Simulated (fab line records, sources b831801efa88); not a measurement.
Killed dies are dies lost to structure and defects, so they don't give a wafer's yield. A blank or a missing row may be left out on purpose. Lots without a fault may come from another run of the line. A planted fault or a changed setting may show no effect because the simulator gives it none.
Which tool did it? | flow gf180mcu | 6 lots, 18 wafers sampled, at 2 steps of a route of 602

WHAT THE GAUGES READ, wafer by wafer
GF_HV_LDD_CD_MEAS_46: target cd 400 nm.
lot  | measured     | on        | cd_nm (nm)
L551 | day 12 18:56 | cd_sem-01 | 392.7 392.2 390.8
L553 | day 13 17:50 | cd_sem-02 | 397.2 396.5 398.9
L558 | day 15 05:58 | cd_sem-02 | 401.6 398.3 400.0
L562 | day 16 22:14 | cd_sem-01 | 396.5 396.8 396.5
L566 | day 18 07:53 | cd_sem-01 | 421.1 424.0 421.9
L570 | day 19 13:01 | cd_sem-01 | 397.6 394.7 396.2

WHICH TOOL RAN EACH LOT (tool, then ch and the chambers of the sampled wafers, then the start)
lot  | GF_HV_LDD_COAT_41
L551 | litho_track-03 ch 0, day 12 09:16
L553 | litho_track-02 ch 0, day 13 07:34
L558 | litho_track-03 ch 0, day 14 18:49
L562 | litho_track-02 ch 0, day 16 11:02
L566 | litho_track-04 ch 0, day 17 19:57
L570 | litho_track-03 ch 0, day 19 00:46
- GF_HV_LDD_COAT_41: resist thk 1000 nm.

THE ANSWER, worked out from the rows above alone
Rule: what is usual is taken from the lots themselves. Put in order of their means at a reading, lots are off if they are a third of the lots or fewer, leave a main group of 4 or more, and stand apart from it by a gap of 3 or more times the standard deviation of the main group's means; of several such gaps the widest counts. A main group whose means are all the same, to the digits that the tables above print for the reading, isn't used. A lot without any number at a reading at which 4 lots or more have one is off too. The other lots that the step has rows for count as sound.
Off: L566, at GF_HV_LDD_CD_MEAS_46 (cd_nm). The main group: mean 396.4 nm, standard deviation 2.6.
A tool fits if, at a process step before that reading, it ran every lot that is off, and no sound lot after the first of them. The gauges at GF_HV_LDD_CD_MEAS_46 are tried like those tools. One fits: litho_track-04 at GF_HV_LDD_COAT_41. It ran no sound lot before its first lot that is off in this sample, so the start can't be narrowed down.

WHAT THE SIMULATOR HAD PUT IN
Process parameter drift: litho_track-04, from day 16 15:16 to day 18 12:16, at GF_HV_LDD_COAT_41. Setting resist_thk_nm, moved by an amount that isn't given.
Lots struck among those shown: L566. The rule above found the same.
